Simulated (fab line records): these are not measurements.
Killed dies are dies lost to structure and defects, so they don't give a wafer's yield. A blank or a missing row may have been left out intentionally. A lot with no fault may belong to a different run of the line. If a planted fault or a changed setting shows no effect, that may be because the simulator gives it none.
Code-filled problem report in 8D (eight disciplines) form + flow sky130 + the parts of the form that need people (team, actions taken, sign-off) are left out

== 1. THE PROBLEM ==
Wafers without a fault read 150.0 nm, standard deviation 1.7; cd_nm at SKY_FIELD_ISO_CD_MEAS_13 reads a mean of 113.1 nm on 6 wafers belonging to 2 lots. Relative to the usual mean, that is a shift of -22 standard deviations.
The step: target cd 150 nm.
Earliest sighting: wafer L559.2 on cd_sem-02 at day 4 18:24. The record has a number at this step for 42 wafers belonging to 14 lots. The rule behind "out" and "out of limits": a value lying over 4 standard deviations away from the usual mean. The other wafers with a number count as sound.

== 2. WHAT IT IS, AND WHAT IT ISN'T ==
| question                    | is                     | is not                                                                                       |
|-----------------------------|------------------------|----------------------------------------------------------------------------------------------|
| which readings at this step | cd_nm                  | -                                                                                            |
| which lots                  | L559, L560             | L547, L548, L550, L551, L552, L555, L558, L561, L567, L568, L569, L570                       |
| which wafers of those lots  | all that have a number | -                                                                                            |
| read on which gauges        | cd_sem-02              | cd_sem-01                                                                                    |
| when                        | from day 4 18:24       | up to then (21 sound wafers); but 15 sound wafers of L561, L567, L568, L569, L570 came after |

== 3. THE SUSPECTS, EACH WITH WHAT RULES IT OUT ==
Counting: a tool stays on the suspect list if, at a process step up to the reading, it processed all lots that are out and no sound lot following the first of them.
- ruled out: the gauge at SKY_FIELD_ISO_CD_MEAS_13. All the wafers that are out were read on cd_sem-02, but those of them that SKY_FIELD_ISO_EXPOSE_10 has rows for are out there too, on other tools.
- krf_scanner-02 at SKY_FIELD_ISO_EXPOSE_10 (exposes mask FOM, target cd 150 nm): kept. It ran every lot that is out, first L559 (day 4 10:14), and no sound lot after that; its last sound lot up to then is L558 (day 4 05:43). Its own exposure_dose_mJ_cm2 readings are out on those wafers.
Remaining after the count: krf_scanner-02 at SKY_FIELD_ISO_EXPOSE_10.

== 4. THE CAUSE (what the simulator had put in) ==
Process parameters drifting: krf_scanner-02 at SKY_FIELD_ISO_EXPOSE_10, beginning at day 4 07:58. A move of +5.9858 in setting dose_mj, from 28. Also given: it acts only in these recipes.
After counting, this tool was the only one left.

== 5. THE EFFECT CHAIN, in route order ==
One row per reading whose mean, taken over the struck wafers that have a number, lies over 3 standard deviations from the usual. Only readings for which the record gives a usual standard deviation are gone through. hours: the time from each lot's start at the first step in this table that gives one to its start at this step, as a median over the lots. sigmas: the change in usual standard deviations.
| hours | step                     | reading              | usual    | on struck wafers | change | sigmas |
|-------|--------------------------|----------------------|----------|------------------|--------|--------|
| 0     | SKY_FIELD_ISO_EXPOSE_10  | exposure_dose_mJ_cm2 | 28.02    | 34.12            | +6.10  | +74    |
| 9     | SKY_FIELD_ISO_CD_MEAS_13 | cd_nm                | 150.0 nm | 113.1            | -36.9  | -22    |
| 1061  | SKY_PAD_OPEN_PROBE_99    | killed_at_front_end  | 14       | 408              | +394   | +94    |
| 1061  | SKY_PAD_OPEN_PROBE_99    | killed_dies          | 86       | 481              | +395   | +48    |
| 1061  | SKY_PAD_OPEN_PROBE_99    | killed_on_rim        | 17       | 89               | +72    | +19    |
Process steps it contains:
- SKY_FIELD_ISO_EXPOSE_10: exposes mask FOM, target cd 150 nm.
- SKY_PAD_OPEN_PROBE_99

== 6. WHAT WOULD HAVE CAUGHT IT SOONER ==
In this record the first reading out of limits at a measuring or inspecting step was taken at day 4 18:24, 10 hours after the fault began at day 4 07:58.
The tool's own readings at SKY_FIELD_ISO_EXPOSE_10 were out on every struck wafer that the step has a row for (exposure_dose_mJ_cm2): an alarm limit on them would have fired on the first of those.
All the lots that are out (2) had begun SKY_FIELD_ISO_EXPOSE_10 on krf_scanner-02 by day 4 18:24. A hold on the tool at that time would have spared none of them.
